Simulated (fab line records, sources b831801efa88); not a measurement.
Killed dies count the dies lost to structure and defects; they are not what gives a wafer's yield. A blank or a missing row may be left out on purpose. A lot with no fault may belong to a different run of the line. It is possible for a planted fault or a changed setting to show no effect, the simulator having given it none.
Comparing a struck lot with a sound one :: flow sky130 :: 16 out of 708 route steps
Sound: the wafers L240.1, L240.2, L240.6. Wafers L247.1, L247.3, L247.6 were the ones struck. The cause is given at the end.
Order at every step that has rows: each side's tool, ch and its chambers, its first start. Under that, the readings that differ: sound wafers :: struck wafers :: difference of the means :: sigmas: that difference in standard deviations of wafers without a fault.
alike: readings whose means differ by less than 2 such deviations, and words and numbers that are the same on both sides. not compared: withheld readings, readings that some wafer has no value for, bounds like >300 that may hide the same value, and numbers for which the record gives no deviation and whose values overlap.
A row with sigmas, a row that says differs or no value, or rows on one side alone: a step with any of these is where the two part. Non-overlapping numbers with no deviation appear without sigmas and do not part them. A reading missing from all wafers of one side parts the sides only when that side holds two or more wafers.

first, 8 steps without rows for these wafers: SKY_CONTACT_DEHYDRATE_06 (time 60 s); SKY_CONTACT_HMDS_07 (prime time 60 s); SKY_CONTACT_COAT_08 (resist thk 60 nm); SKY_CONTACT_COAT_09 (resist thk 450 nm); SKY_CONTACT_SOFTBAKE_10 (time 90 s); SKY_CONTACT_EXPOSE_11 (exposes mask CTM1, target cd 170 nm); SKY_CONTACT_PEB_12; SKY_CONTACT_DEVELOP_13 (develop time 60 s).
SKY_CONTACT_CD_MEAS_14: the cd target is 170 nm.
  sound on cd_sem-01, day 31 17:19; struck on cd_sem-02, day 34 16:24
reading: cd_nm (nm)
sound: 168.9 168.7 168.4
struck: 171.9 172.2 172.8
difference: +3.6
sigmas: +2
SKY_CONTACT_OVL_MEAS_15:
  sound on overlay-01, day 31 17:26; struck on overlay-01, day 34 16:31
  alike: CONTACT_OVL
SKY_CONTACT_ETCH_16: etches BARC in N2/H2, stops on SiO2, time 45.9 s, target depth 60 nm.
  sound on rie_diel-02 ch 0,2,3, day 31 17:28; struck on rie_diel-02 ch 1,2, day 34 16:34
  alike: bias_w, chamber_pressure_mTorr, drypump_motor_current_A, oes_product_au, throttle_valve_pct
  not compared: rf_hours_counter_h
SKY_CONTACT_ETCH_17: etches SiO2 in C4F8/O2/Ar, stops on Si3N4, target depth 340 nm.
  sound on rie_diel-02 ch 0,2,3, day 31 17:31; struck on rie_diel-02 ch 1,2, day 34 16:36
  alike: bias_w, chamber_pressure_mTorr, oes_product_au
SKY_CONTACT_ETCH_18: etches Si3N4 in CHF3/O2, stops on TiN, time 39 s, target depth 75 nm.
  sound on rie_diel-02 ch 0,2,3, day 31 17:00; struck on rie_diel-02 ch 1,2, day 34 16:00
  no value came back on the struck wafers for any of 5 readings (O2_flow_sccm (sccm), bias_w (W) and others); on the sound wafers O2_flow_sccm (sccm) reads 4.996 4.993 4.963
reading: model.KrF-thick_of_CONTACT_COAT_09.thk_nm (nm)
sound: 239.6 246.5 242.3
struck: 327 325.8 327
difference: +84
sigmas: 
  not compared: rf_hours_counter_h
SKY_CONTACT_STRIP_19: strips in O2/N2.
  sound on plasma_asher-03 ch 0,1, day 31 17:36; struck on plasma_asher-01 ch 0,1, day 34 16:41
reading: oes_product_au (a.u.)
sound: 0.379 0.387 0.383
struck: 0.416 0.421 0.423
difference: +0.037
sigmas: +8

reading: strip_time_to_endpoint_s (s)
sound: 3.59 3.67 3.62
struck: 4.51 4.49 4.51
difference: +0.88
sigmas: +29
  alike: drypump_motor_current_A
  not compared: rf_hours_counter_h
then, 1 step without rows for these wafers: SKY_CONTACT_STRIP_20 (strips in post etch residue remover, time 1200 s).
-- the record jumps here: 13 days lie between the struck wafers' starts before and after (it left off in module CONTACT and takes up again in module PAD_OPEN, whose first step shown is number 708 of the route) --
SKY_PAD_OPEN_PROBE_99:
  sound on prober-02, day 45 19:01; struck on prober-01, day 48 02:47
reading: killed_at_contacts
sound: 32 26 28
struck: 436 429 419
difference: +399
sigmas: +74

reading: killed_dies
sound: 94 102 82
struck: 492 492 492
difference: +399
sigmas: +43

reading: killed_on_rim
sound: 17 20 15
struck: 96 96 96
difference: +79
sigmas: +21
  alike: killed_at_M0_to_M3, killed_at_M4_up, killed_at_front_end, killed_at_other, killed_open, killed_short

== WHERE THEY PART ==
First at SKY_CONTACT_CD_MEAS_14; last, within this record, at SKY_PAD_OPEN_PROBE_99.

WHY: whatever the simulator had introduced
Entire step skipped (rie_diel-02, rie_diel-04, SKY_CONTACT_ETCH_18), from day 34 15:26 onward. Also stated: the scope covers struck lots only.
